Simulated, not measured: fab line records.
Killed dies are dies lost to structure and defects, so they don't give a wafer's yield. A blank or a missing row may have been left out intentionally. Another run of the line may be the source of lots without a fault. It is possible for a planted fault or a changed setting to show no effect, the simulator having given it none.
Comparing a struck lot with a sound one -- flow sky130 -- 14 steps out of a route of 708
Sound: wafers L823.4, L823.5, L823.6. Wafers struck: L830.2, L830.3, L830.4. The cause is named last.
For every step that has rows: the tool of each side, followed by ch and its chambers, followed by its first start. Under that, the readings that differ: sound wafers -- struck wafers -- difference of the means -- sigmas: that difference in standard deviations of wafers without a fault.
alike: same words and numbers on both sides, and readings whose means sit less than 2 such deviations apart. not compared: any withheld reading, any reading some wafer has no value for, any bound like >300 that may hide the same value, and any number with overlapping values for which the record gives no deviation.
A row with sigmas, a row that says differs or no value, or rows on one side alone: a step with any of these is where the two part. Numbers that don't overlap but have no deviation are shown without sigmas and don't part them. A reading missing from all wafers of one side parts the sides only when that side holds two or more wafers.

SKY_CONTACT_OVL_MEAS_15:
  sound on overlay-01 at day 33 07:15; struck on overlay-01 at day 35 17:26
  alike: CONTACT_OVL
SKY_CONTACT_ETCH_16: etches BARC in N2/H2, stops on SiO2, time 45.9 s, target depth 60 nm.
  sound on rie diel-04 ch 1,2,3, day 33 07:16; struck on rie diel-01 ch 0,1,3, day 35 17:28
reading,sound,struck,difference,sigmas
throttle valve pct (%),13.241 13.236 13.238,13.215 13.222 13.221,-0.019,-2
  alike: bias w, drypump motor current A, oes product au
  not compared: rf hours counter h
SKY_CONTACT_ETCH_17: etches SiO2 in C4F8/O2/Ar, stops on Si3N4, target depth 340 nm.
  sound on rie diel-04 ch 1,2,3, day 33 07:19; struck on rie diel-01 ch 0,1,3, day 35 17:30
  alike: bias w, oes product au
SKY_CONTACT_ETCH_18: etches Si3N4 in CHF3/O2, stops on TiN, time 39 s, target depth 75 nm.
  sound on rie diel-04 ch 1,2,3; struck on rie diel-01 ch 0,1,3
  alike: bias w, drypump motor current A, oes product au, throttle valve pct
  not compared: rf hours counter h
SKY_CONTACT_STRIP_19: strips in O2/N2.
  sound on plasma asher-03 ch 0,1, day 33 07:26; struck on plasma asher-02 ch 0,1, day 35 17:35
  alike: drypump motor current A, oes product au, strip time to endpoint s
  not compared: rf hours counter h
then, 4 steps without rows for these wafers: SKY_CONTACT_STRIP_20 (strips in post etch residue remover, time 1200 s); SKY_CONTACT_CLEAN_21 (cleans in IPA, time 180 s); SKY_CONTACT_CLEAN_22 (cleans in O3/DIW); SKY_CONTACT_SPUTTER_23 (material TiN, target thk 20 nm, time 80 s).
SKY_CONTACT_CVD_24: deposits W, target thk 340 nm, time 102.12 s.
  sound on cvd w-02 ch 0, day 33 08:12; struck on cvd w-02 ch 0,1, day 35 18:17
  alike: chamber pressure Torr, heater power w
SKY_CONTACT_RS_MEAS_25: uses a four-point probe to measure.
  sound on film metro-01 at day 33 08:22; struck on film metro-04 at day 35 18:25
  alike: CONTACT_W_RS
SKY_CONTACT_THK_MEAS_26: measures by xrf.
  sound on film metro-01 at day 33 08:28; struck on film metro-04 at day 35 18:32
reading,sound,struck,difference,sigmas
CONTACT_W_THK (nm),338 335 338,344 356 347,+12,+2
SKY_CONTACT_CMP_27: polishes, stops on SiO2, t overpolish 15 s, target thk 0 nm.
  sound on cmp-01 ch 0,1,3, day 33 08:35; struck on cmp-02 ch 0,1,2, day 35 18:35
  no value came back on the struck wafers for any of 5 readings (edge zone pressure frac, head pressure psi (psi) and others); on the sound wafers edge zone pressure frac reads 0.995 1.001 1.005
reading,sound,struck,difference,sigmas
model.W_of_CONTACT_CVD_24.thk nm (nm),0 0 0,338.2 347.5 338.6,+341.4,
model.SiO2_of_CONTACT_HDPCVD_02.thk nm (nm),337.6 339 337,340.9 339.1 339.7,+2.0,
-- the record jumps here: 13 days lie between the struck wafers' starts before and after (it left off in module CONTACT and takes up again in module PAD_OPEN, whose first step shown is number 708 of the route) --
SKY_PAD_OPEN_PROBE_99:
  sound on prober-02 at day 47 00:49; struck on prober-01 at day 48 20:03
reading,sound,struck,difference,sigmas
killed at contacts,28 26 28,419 429 436,+401,+79
killed dies,101 94 83,492 492 492,+399,+42
killed on rim,20 14 17,96 96 96,+79,+20
  alike: killed_at_M0_to_M3, killed_at_M4_up, killed at front end, killed at other, killed open, killed short

WHERE THEY PART
Earliest at SKY_CONTACT_ETCH_16; latest, in this record, at SKY_PAD_OPEN_PROBE_99.

WHY: what the simulator had put in
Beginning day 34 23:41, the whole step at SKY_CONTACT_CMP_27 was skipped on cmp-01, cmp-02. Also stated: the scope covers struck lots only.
